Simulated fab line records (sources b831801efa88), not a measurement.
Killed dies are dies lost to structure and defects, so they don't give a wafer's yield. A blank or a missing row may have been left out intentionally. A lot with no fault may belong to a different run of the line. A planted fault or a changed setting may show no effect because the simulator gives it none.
Matching of chambers + flow gf180mcu + 4 sister chambers for GF_V2_CMP_04 on cmp-02
The step polishes SiO2. 8 wafers are shown with their chamber, then 8 later ones without.

EACH WAFER AND ITS CHAMBER
| wafer  | chamber | motor-current-A (A) | time-to-endpoint-s (s) |
|--------|---------|---------------------|------------------------|
| L742.2 | 0       | 12.9                | 82                     |
| L747.2 | 0       | 12.6                | 86                     |
| L747.5 | 3       | 11.6                | 86                     |
| L748.1 | 3       | 11.7                | 77                     |
| L755.1 | 1       | 13.1                | 77                     |
| L755.4 | 2       | 11.4                | 83                     |
| L755.6 | 2       | 11.4                | 89                     |
| L760.2 | 1       | 13.0                | 76                     |

WAFERS WHOSE CHAMBER IS MISSING
| wafer  | motor-current-A (A) | time-to-endpoint-s (s) |
|--------|---------------------|------------------------|
| L760.3 | 11.2                | 67                     |
| L760.5 | 11.7                | 76                     |
| L762.1 | 12.1                | 70                     |
| L762.2 | 11.0                | 68                     |
| L762.4 | 13.0                | 79                     |
| L764.2 | 13.4                | 72                     |
| L764.3 | 11.0                | 77                     |
| L764.5 | 12.7                | 79                     |

WHICH CHAMBER EACH WENT THROUGH
| wafer  | from the rows above     | in truth |
|--------|-------------------------|----------|
| L760.3 | can't be placed: 2 or 3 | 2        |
| L760.5 | 3                       | 3        |
| L762.1 | can't be placed: 3 or 0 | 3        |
| L762.2 | can't be placed: 2 or 3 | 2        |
| L762.4 | can't be placed: 1 or 0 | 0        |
| L764.2 | 1                       | 1        |
| L764.3 | can't be placed: 2 or 3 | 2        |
| L764.5 | can't be placed: 0 or 1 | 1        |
2 of 8 placed correctly. Unplaceable from these rows: 6, with the true chamber sitting among the candidates in 6. Placed wrongly: 0.
How it was worked out, from the rows above alone: a wafer's distance from a chamber is the root of the sum, over the readings, of the square of ((its reading less the chamber's mean) divided by the reading's scatter). The wafer belongs to the nearest chamber; if the next one is less than 2 further off, it can't be placed. The mean given for a chamber averages the wafers shown for that chamber. The scatter: take each reading less its chamber's mean, square it, sum over the shown wafers, divide by the number of wafers less the number of chambers, and take the root.
